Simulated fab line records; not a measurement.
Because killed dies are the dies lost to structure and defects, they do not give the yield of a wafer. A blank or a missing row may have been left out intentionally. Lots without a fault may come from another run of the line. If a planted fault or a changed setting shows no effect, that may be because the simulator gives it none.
The tool behind it: which one?    flow sfqLine    42 wafers from 14 lots sampled at 5 of the route's 325 steps

== WHAT EACH GAUGE READ, for each wafer ==
SFQ_M6_RS_MEAS_938: measurement is done with a four-point probe. Usual: for M6_NB_RS the level is 0.894 ohm/sq and the standard deviation is 0.009.
lot   measured      on            M6_NB_RS (ohm/sq)  flag
L626  day 63 00:02  filmMetro-04  0.890 0.901 0.900  
L627  day 63 01:14  filmMetro-02  0.902 0.909 0.899  
L630  day 70 16:34  filmMetro-04  0.883 0.886 0.892  
L631  day 71 01:55  filmMetro-01  0.877 0.871 0.877  
L634  day 74 11:26  filmMetro-01  - - -              OFF
L635  day 75 21:01  filmMetro-02  - - -              OFF
L636  day 76 00:01  filmMetro-02  0.897 0.904 0.898  
L637  day 76 01:49  filmMetro-04  0.894 0.897 0.889  
L642  day 76 16:14  filmMetro-04  0.902 0.894 0.887  
L643  day 77 04:01  filmMetro-02  0.911 0.908 0.913  
L644  day 77 09:13  filmMetro-04  0.891 0.894 0.891  
L645  day 77 16:31  filmMetro-04  0.889 0.889 0.895  
L646  day 77 17:43  filmMetro-04  0.869 0.875 0.882  
L648  day 78 00:21  filmMetro-04  0.885 0.887 0.888  

== WHICH TOOL RAN EACH LOT (tool, then ch and the chambers of the sampled wafers, then the start) ==
lot   SFQ_TRILAYER_M5_STRIP_STRIP_127   SFQ_TRILAYER_R5_DEP_SPUTTER_134  SFQ_TRILAYER_I5_ETCH_VIA_ETCH_147  SFQ_TRILAYER_M6_DEP_SPUTTER_157
L626  rieMetal-03 ch 0,1, day 47 00:34  pvdSputter-03, day 47 12:32      rieDiel-02 ch 1,3, day 58 11:13    pvdSputter-06, day 62 23:55
L627  rieMetal-04 ch 0,1, day 47 01:47  pvdSputter-03, day 47 15:32      rieDiel-02 ch 1,2, day 58 16:01    pvdSputter-04, day 63 01:07
L630  rieMetal-04 ch 0, day 59 23:38    pvdSputter-05, day 60 04:46      rieDiel-04 ch 1,2, day 65 23:50    pvdSputter-06, day 70 16:25
L631  rieMetal-02 ch 0,1, day 60 10:14  pvdSputter-03, day 60 15:23      rieDiel-03 ch 0,2, day 66 09:26    pvdSputter-05, day 71 01:49
L634  rieMetal-02 ch 0,1, day 63 16:44  pvdSputter-03, day 63 22:24      rieDiel-03 ch 0,1,3, day 69 10:38  pvdSputter-05, day 74 11:21
L635  rieMetal-03 ch 0,1, day 63 20:20  pvdSputter-04, day 64 01:28      rieDiel-04 ch 1,2, day 71 05:44    pvdSputter-06, day 75 20:56
L636  rieMetal-03 ch 0,1, day 64 01:08  pvdSputter-05, day 64 06:16      rieDiel-02 ch 1,2, day 71 06:56    pvdSputter-05, day 75 23:56
L637  rieMetal-03 ch 1, day 64 11:56    pvdSputter-03, day 64 17:04      rieDiel-03 ch 1,2,3, day 71 08:08  pvdSputter-04, day 76 01:44
L642  rieMetal-02 ch 0,1, day 66 04:52  pvdSputter-03, day 66 21:31      rieDiel-02 ch 1,2,3, day 71 18:53  pvdSputter-05, day 76 16:09
L643  rieMetal-02 ch 0,1, day 66 12:04  pvdSputter-05, day 67 04:10      rieDiel-02 ch 0,1,3, day 76 23:49  pvdSputter-06, day 77 03:55
L644  rieMetal-04 ch 0,1, day 66 15:40  pvdSputter-04, day 67 07:10      rieDiel-04 ch 1,2, day 77 04:37    pvdSputter-06, day 77 09:06
L645  rieMetal-03 ch 0,1, day 66 18:04  pvdSputter-05, day 67 09:31      rieDiel-02 ch 0,1,2, day 77 10:37  pvdSputter-05, day 77 16:25
L646  rieMetal-04 ch 0,1, day 67 02:28  pvdSputter-04, day 67 12:31      rieDiel-04 ch 0,1, day 77 13:01    pvdSputter-06, day 77 17:37
L648  rieMetal-04 ch 0,1, day 67 13:28  pvdSputter-04, day 67 18:34      rieDiel-04 ch 0,2,3, day 77 17:49  pvdSputter-05, day 78 00:04
- SFQ_TRILAYER_M5_STRIP_STRIP_127: strips in O2.
- SFQ_TRILAYER_R5_DEP_SPUTTER_134: material Ti, target thk 5 nm, time 5 s.
- SFQ_TRILAYER_I5_ETCH_VIA_ETCH_147: etches the open film in CHF3, stops on Nb, target depth 360 nm.
- SFQ_TRILAYER_M6_DEP_SPUTTER_157: material Nb, target thk 200 nm, time 133.3 s.

== WHAT THE TOOLS THEMSELVES READ (means of the sampled wafers that have a number; where no wafer has one, the mark that the record gives instead) ==
SFQ_TRILAYER_M5_STRIP_STRIP_127. Usual: chamberPressureMTorr 49.99 mTorr, standard deviation 0.049; drypumpMotorCurrentA 5.8 A, standard deviation 0.62; oesProductAu 0.998 a.u., standard deviation 0.0071.
lot   tool         chamberPressureMTorr (mTorr)  drypumpMotorCurrentA (A)  oesProductAu (a.u.)  flag
L626  rieMetal-03  50.00                         6.3                       0.999                
L627  rieMetal-04  50.00                         5.1                       1.004                
L630  rieMetal-04  49.95                         4.8                       1.000                
L631  rieMetal-02  49.94                         5.5                       0.990                
L634  rieMetal-02  49.97                         5.5                       0.995                
L635  rieMetal-03  49.98                         6.3                       1.004                
L636  rieMetal-03  49.96                         6.3                       0.995                
L637  rieMetal-03  50.01                         6.1                       0.996                
L642  rieMetal-02  50.02                         5.8                       0.996                
L643  rieMetal-02  49.94                         5.5                       1.003                
L644  rieMetal-04  49.95                         5.5                       0.996                
L645  rieMetal-03  49.95                         6.3                       1.001                
L646  rieMetal-04  50.04                         5.5                       1.004                
L648  rieMetal-04  49.98                         5.1                       1.005                

SFQ_TRILAYER_R5_DEP_SPUTTER_134. Usual: basePressurePa 1.34e-06 Pa, standard deviation 8.9e-08; cathodeDcPowerW 2000.0 W, standard deviation 0.34; throttleValvePct 29.8 %, standard deviation 1.2.
lot   tool           basePressurePa (Pa)  cathodeDcPowerW (W)  throttleValvePct (%)  flag
L626  pvdSputter-03  1.39e-06             2000.2               29.5                  
L627  pvdSputter-03  1.35e-06             1999.6               29.2                  
L630  pvdSputter-05  1.32e-06             1999.6               30.4                  
L631  pvdSputter-03  1.34e-06             2000.2               29.8                  
L634  pvdSputter-03  1.33e-06             2000.5               29.7                  
L635  pvdSputter-04  1.32e-06             2000.1               29.5                  
L636  pvdSputter-05  1.25e-06             2000.2               29.6                  
L637  pvdSputter-03  1.35e-06             1999.8               30.1                  
L642  pvdSputter-03  1.45e-06             1999.8               29.5                  
L643  pvdSputter-05  1.38e-06             2000.0               29.5                  
L644  pvdSputter-04  1.25e-06             2000.1               30.0                  
L645  pvdSputter-05  1.30e-06             1999.9               29.7                  
L646  pvdSputter-04  1.38e-06             2000.2               29.4                  
L648  pvdSputter-04  1.36e-06             2000.3               29.2                  

SFQ_TRILAYER_I5_ETCH_VIA_ETCH_147. Usual: chamberPressureMTorr 30.001 mTorr, standard deviation 0.029; drypumpMotorCurrentA 5.8 A, standard deviation 0.45; oesProductAu 0.988 a.u., standard deviation 0.0059; rfFwdPowerW 498.6 W, standard deviation 1.5.
lot   tool        chamberPressureMTorr (mTorr)  drypumpMotorCurrentA (A)  oesProductAu (a.u.)  rfFwdPowerW (W)  flag
L626  rieDiel-02  29.983                        5.9                       0.992                498.3            
L627  rieDiel-02  30.011                        5.5                       0.987                498.0            
L630  rieDiel-04  30.002                        5.6                       0.991                498.0            
L631  rieDiel-03  29.997                        6.0                       0.993                500.8            
L634  rieDiel-03  29.998                        6.2                       0.988                499.3            
L635  rieDiel-04  30.002                        5.6                       0.990                498.3            
L636  rieDiel-02  29.972                        5.5                       0.985                498.9            
L637  rieDiel-03  29.991                        6.1                       0.987                498.9            
L642  rieDiel-02  30.024                        5.7                       0.988                499.4            
L643  rieDiel-02  29.997                        6.0                       0.988                499.1            
L644  rieDiel-04  30.006                        5.6                       0.994                500.4            
L645  rieDiel-02  30.014                        5.8                       0.994                497.5            
L646  rieDiel-04  30.009                        5.9                       0.985                498.6            
L648  rieDiel-04  30.037                        6.0                       0.985                498.4            

SFQ_TRILAYER_M6_DEP_SPUTTER_157. Usual: basePressurePa 1.33e-06 Pa, standard deviation 1e-07; cathodeDcPowerW 2000.0 W, standard deviation 0.36; throttleValvePct 29.6 %, standard deviation 1.1.
lot   tool           basePressurePa (Pa)  cathodeDcPowerW (W)  throttleValvePct (%)  flag
L626  pvdSputter-06  1.26e-06             1999.7               28.8                  
L627  pvdSputter-04  1.30e-06             2000.1               30.1                  
L630  pvdSputter-06  1.34e-06             2000.4               28.6                  
L631  pvdSputter-05  1.33e-06             2000.2               29.5                  
L634  pvdSputter-05  -                    -                    -                     OFF
L635  pvdSputter-06  -                    -                    -                     OFF
L636  pvdSputter-05  1.35e-06             2000.0               29.1                  
L637  pvdSputter-04  1.36e-06             1999.9               29.9                  
L642  pvdSputter-05  1.28e-06             2000.0               29.5                  
L643  pvdSputter-06  1.32e-06             2000.2               29.1                  
L644  pvdSputter-06  1.40e-06             2000.1               29.1                  
L645  pvdSputter-05  1.40e-06             2000.3               30.0                  
L646  pvdSputter-06  1.31e-06             1999.5               29.5                  
L648  pvdSputter-05  1.32e-06             2000.0               30.0                  

== THE ANSWER, worked out from the rows above alone ==
Rule: lot off if the mean of its wafers having a number is beyond 3 standard deviations from the usual mean. Also off: a lot with no number at a reading for which 4 or more lots have one. Where the step has rows for the other lots, those lots are counted as sound. Order of review: gauges by route order, followed by the tools' own readings, for which a lot's mean as printed above is used. The first step at which some lot is off is used, and at that step the reading that is off furthest; a lot without a number counts as furthest.
Off: L634, L635, at SFQ_M6_RS_MEAS_938 (M6_NB_RS). Without a number there: L634, L635.
A tool fits if, at a process step before that reading, it ran every lot that is off, and no sound lot after the first of them. Not tried: the gauges at SFQ_M6_RS_MEAS_938; whatever is off there is also off at SFQ_TRILAYER_M6_DEP_SPUTTER_157, on other tools, and gauge error can't account for it. None of those tried fits.

== WHAT WAS PUT IN BY THE SIMULATOR ==
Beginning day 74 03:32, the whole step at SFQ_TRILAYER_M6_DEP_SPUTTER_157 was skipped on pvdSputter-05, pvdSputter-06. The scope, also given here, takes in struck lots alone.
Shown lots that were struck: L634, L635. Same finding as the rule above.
